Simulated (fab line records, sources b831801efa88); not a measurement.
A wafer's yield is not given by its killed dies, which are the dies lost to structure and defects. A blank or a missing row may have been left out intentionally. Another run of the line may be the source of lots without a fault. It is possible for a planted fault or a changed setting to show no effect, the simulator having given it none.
Which tool was responsible? + flow gf180mcu + 13 lots, 39 wafers sampled, at 5 steps of a route of 602

WHAT EACH GAUGE READ, for each wafer
GF_PSD_TW_MEAS_11. Usual: PSD_TW gives 3168 (standard deviation 29).
| lot  | measured     | on            | PSD_TW         | flag |
|------|--------------|---------------|----------------|------|
| L652 | day 14 19:29 | film_metro-02 | 3184 3196 3186 |      |
| L653 | day 14 22:35 | film_metro-02 | 3205 3193 3194 |      |
| L654 | day 15 03:41 | film_metro-04 | 3131 3118 3131 |      |
| L656 | day 15 22:48 | film_metro-02 | 3175 3170 3169 |      |
| L657 | day 16 15:04 | film_metro-04 | 29 29 29       | OFF  |
| L658 | day 16 19:23 | film_metro-02 | 3196 3167 3194 |      |
| L659 | day 17 00:22 | film_metro-04 | 3132 3140 3145 |      |
| L668 | day 20 06:03 | film_metro-02 | 3183 3186 3200 |      |
| L669 | day 21 00:41 | film_metro-04 | 3139 3137 3132 |      |
| L670 | day 21 08:02 | film_metro-02 | 3189 3172 3185 |      |
| L672 | day 21 14:17 | film_metro-02 | 3155 3172 3170 |      |
| L673 | day 22 04:05 | film_metro-02 | 3183 3183 3186 |      |
| L674 | day 22 07:32 | film_metro-03 | 3182 3208 3199 |      |

GF_CONTACT_THK_MEAS_26: measures by xrf. Usual: CONTACT_W_THK gives 282 nm (standard deviation 3.3).
| lot  | measured     | on            | CONTACT_W_THK (nm) | flag |
|------|--------------|---------------|--------------------|------|
| L652 | day 16 18:37 | film_metro-03 | 286 285 283        |      |
| L653 | day 16 22:10 | film_metro-04 | 283 283 280        |      |
| L654 | day 17 04:04 | film_metro-04 | 284 280 286        |      |
| L656 | day 17 22:57 | film_metro-04 | 283 278 277        |      |
| L657 | day 18 16:23 | film_metro-04 | 286 283 287        |      |
| L658 | day 18 21:23 | film_metro-01 | 278 278 284        |      |
| L659 | day 19 02:41 | film_metro-03 | 279 282 279        |      |
| L668 | day 22 09:19 | film_metro-04 | 281 281 282        |      |
| L669 | day 23 02:16 | film_metro-03 | 277 274 276        |      |
| L670 | day 23 09:34 | film_metro-03 | 279 275 275        |      |
| L672 | day 23 14:43 | film_metro-01 | 283 286 287        |      |
| L673 | day 24 04:16 | film_metro-03 | 280 278 284        |      |
| L674 | day 24 07:55 | film_metro-01 | 286 284 283        |      |

WHICH TOOL RAN EACH LOT (tool, then ch and the chambers of the sampled wafers, then the start)
| lot  | GF_NSD_STRIP_11                      | GF_PSD_STRIP_10                      | GF_CONTACT_CMP_04             |
|------|--------------------------------------|--------------------------------------|-------------------------------|
| L652 | plasma_asher-03 ch 0,1, day 13 22:20 | plasma_asher-02 ch 0,1, day 14 19:23 | cmp-01 ch 0,2, day 15 18:26   |
| L653 | plasma_asher-03 ch 0,1, day 14 01:23 | plasma_asher-04 ch 1, day 14 22:29   | cmp-01 ch 0,1, day 15 22:31   |
| L654 | plasma_asher-01 ch 0,1, day 14 05:38 | plasma_asher-01 ch 0,1, day 15 03:35 | cmp-02 ch 1,2,3, day 16 03:33 |
| L656 | plasma_asher-01 ch 0,1, day 15 01:13 | plasma_asher-01 ch 0,1, day 15 22:43 | cmp-01 ch 1,2,3, day 16 23:14 |
| L657 | plasma_asher-01 ch 0,1, day 15 17:10 | plasma_asher-04 ch 0,1, day 16 14:59 | cmp-02 ch 1,2,3, day 17 15:38 |
| L658 | plasma_asher-03 ch 0,1, day 15 20:56 | plasma_asher-02 ch 1, day 16 19:17   | cmp-01 ch 1,2, day 17 20:11   |
| L659 | plasma_asher-03 ch 0,1, day 16 01:13 | plasma_asher-04 ch 0,1, day 17 00:17 | cmp-01 ch 1,2, day 18 01:05   |
| L668 | plasma_asher-01 ch 0,1, day 19 06:06 | plasma_asher-02 ch 1, day 20 05:56   | cmp-01 ch 0,2, day 21 08:06   |
| L669 | plasma_asher-01 ch 0,1, day 20 00:06 | plasma_asher-04 ch 0,1, day 21 00:35 | cmp-01 ch 1,2,3, day 22 01:55 |
| L670 | plasma_asher-03 ch 0,1, day 20 07:32 | plasma_asher-01 ch 0,1, day 21 07:56 | cmp-02 ch 0,3, day 22 09:24   |
| L672 | plasma_asher-01 ch 0,1, day 20 14:44 | plasma_asher-02 ch 0,1, day 21 14:11 | cmp-02 ch 0,2,3, day 22 14:42 |
| L673 | plasma_asher-01 ch 0,1, day 21 04:17 | plasma_asher-02 ch 0,1, day 22 03:59 | cmp-02 ch 0,1,3, day 23 04:38 |
| L674 | plasma_asher-03 ch 0,1, day 21 07:59 | plasma_asher-01 ch 0,1, day 22 07:26 | cmp-02 ch 1,2,3, day 23 08:11 |
- GF_NSD_STRIP_11: strips in O2/N2.
- GF_PSD_STRIP_10: strips in O2/N2.
- GF_CONTACT_CMP_04: polishes SiO2.

AS READ BY THE TOOLS THEMSELVES (means over the sampled wafers that have a number; for cases with no such wafer, the mark the record gives instead)
GF_NSD_STRIP_11. Usual: chamber_pressure_mTorr 1499.8 mTorr, standard deviation 1.2; drypump_motor_current_A 6.1 A, standard deviation 0.46; heater_power_w 333 W, standard deviation 15; oes_product_au 0.487 a.u., standard deviation 0.0049; strip_time_to_endpoint_s 22.948 s, standard deviation 0.028.
| lot  | tool            | chamber_pressure_mTorr (mTorr) | drypump_motor_current_A (A) | heater_power_w (W) | oes_product_au (a.u.) | strip_time_to_endpoint_s (s) | flag |
|------|-----------------|--------------------------------|-----------------------------|--------------------|-----------------------|------------------------------|------|
| L652 | plasma_asher-03 | 1499.6                         | 5.5                         | 316                | 0.488                 | 22.926                       |      |
| L653 | plasma_asher-03 | 1499.8                         | 5.5                         | 317                | 0.487                 | 22.966                       |      |
| L654 | plasma_asher-01 | 1500.0                         | 6.5                         | 333                | 0.481                 | 22.929                       |      |
| L656 | plasma_asher-01 | 1499.8                         | 6.5                         | 340                | 0.483                 | 22.969                       |      |
| L657 | plasma_asher-01 | 1501.0                         | 6.5                         | 333                | 0.306                 | -                            | OFF  |
| L658 | plasma_asher-03 | 1499.8                         | 5.5                         | 321                | 0.487                 | 22.923                       |      |
| L659 | plasma_asher-03 | 1499.6                         | 5.5                         | 318                | 0.489                 | 22.950                       |      |
| L668 | plasma_asher-01 | 1499.3                         | 6.3                         | 343                | 0.488                 | 22.955                       |      |
| L669 | plasma_asher-01 | 1500.3                         | 6.5                         | 339                | 0.484                 | 22.951                       |      |
| L670 | plasma_asher-03 | 1498.9                         | 5.5                         | 319                | 0.479                 | 22.944                       |      |
| L672 | plasma_asher-01 | 1499.9                         | 6.3                         | 338                | 0.487                 | 22.943                       |      |
| L673 | plasma_asher-01 | 1499.4                         | 6.5                         | 338                | 0.488                 | 22.945                       |      |
| L674 | plasma_asher-03 | 1499.0                         | 5.5                         | 315                | 0.483                 | 22.954                       |      |

GF_PSD_STRIP_10. Usual: chamber_pressure_mTorr 1500.0 mTorr, standard deviation 1.3; drypump_motor_current_A 6.1 A, standard deviation 0.39; heater_power_w 367 W, standard deviation 31; oes_product_au 0.592 a.u., standard deviation 0.0043; strip_time_to_endpoint_s 16.515 s, standard deviation 0.028.
| lot  | tool            | chamber_pressure_mTorr (mTorr) | drypump_motor_current_A (A) | heater_power_w (W) | oes_product_au (a.u.) | strip_time_to_endpoint_s (s) | flag |
|------|-----------------|--------------------------------|-----------------------------|--------------------|-----------------------|------------------------------|------|
| L652 | plasma_asher-02 | 1499.4                         | 5.7                         | 402                | 0.593                 | 16.502                       |      |
| L653 | plasma_asher-04 | 1499.8                         | 6.6                         | 349                | 0.588                 | 16.511                       |      |
| L654 | plasma_asher-01 | 1499.3                         | 6.5                         | 335                | 0.596                 | 16.516                       |      |
| L656 | plasma_asher-01 | 1500.9                         | 6.5                         | 336                | 0.594                 | 16.504                       |      |
| L657 | plasma_asher-04 | 1500.4                         | 6.5                         | 348                | 0.644                 | 26.999                       | OFF  |
| L658 | plasma_asher-02 | 1499.3                         | 5.8                         | 419                | 0.593                 | 16.551                       |      |
| L659 | plasma_asher-04 | 1500.0                         | 6.5                         | 349                | 0.590                 | 16.543                       |      |
| L668 | plasma_asher-02 | 1498.9                         | 5.8                         | 411                | 0.590                 | 16.483                       |      |
| L669 | plasma_asher-04 | 1499.9                         | 6.4                         | 342                | 0.590                 | 16.514                       |      |
| L670 | plasma_asher-01 | 1499.7                         | 6.5                         | 338                | 0.595                 | 16.549                       |      |
| L672 | plasma_asher-02 | 1500.8                         | 5.7                         | 395                | 0.596                 | 16.546                       |      |
| L673 | plasma_asher-02 | 1501.5                         | 5.7                         | 404                | 0.589                 | 16.485                       |      |
| L674 | plasma_asher-01 | 1499.1                         | 6.5                         | 338                | 0.590                 | 16.491                       |      |

GF_CONTACT_CMP_04. Usual: motor_current_A 12.0 A, standard deviation 1.1; time_to_endpoint_s 111 s, standard deviation 4.8.
| lot  | tool   | motor_current_A (A) | time_to_endpoint_s (s) | flag |
|------|--------|---------------------|------------------------|------|
| L652 | cmp-01 | 12.6                | 108                    |      |
| L653 | cmp-01 | 11.3                | 112                    |      |
| L654 | cmp-02 | 12.1                | 114                    |      |
| L656 | cmp-01 | 11.9                | 113                    |      |
| L657 | cmp-02 | 11.7                | 114                    |      |
| L658 | cmp-01 | 12.1                | 111                    |      |
| L659 | cmp-01 | 12.1                | 119                    |      |
| L668 | cmp-01 | 12.1                | 112                    |      |
| L669 | cmp-01 | 11.7                | 102                    |      |
| L670 | cmp-02 | 13.2                | 114                    |      |
| L672 | cmp-02 | 12.1                | 110                    |      |
| L673 | cmp-02 | 13.3                | 107                    |      |
| L674 | cmp-02 | 12.6                | 110                    |      |

THE ANSWER, worked out from the rows above alone
Rule: lot off if the mean of its wafers having a number is beyond 3 standard deviations from the usual mean. Also off: a lot with no number at a reading for which 4 or more lots have one. All remaining lots with rows at the step are treated as sound. The gauges are gone through in route order, then the tools' own readings, and for those a lot's mean is taken as printed above. At the first step where some lot is off, the reading lying furthest off is the one used; lots without a number count as furthest.
Off: L657, at GF_PSD_TW_MEAS_11 (PSD_TW).
If a tool, at a process step before that reading, ran all the lots that are off and no sound lot after the first of them, it fits. The gauges at GF_PSD_TW_MEAS_11 aren't tried: what is off there is off at GF_NSD_STRIP_11 too, on other tools, and a gauge's error can't cause that. Not one of the candidates tried fits.

WHAT THE SIMULATOR PUT IN
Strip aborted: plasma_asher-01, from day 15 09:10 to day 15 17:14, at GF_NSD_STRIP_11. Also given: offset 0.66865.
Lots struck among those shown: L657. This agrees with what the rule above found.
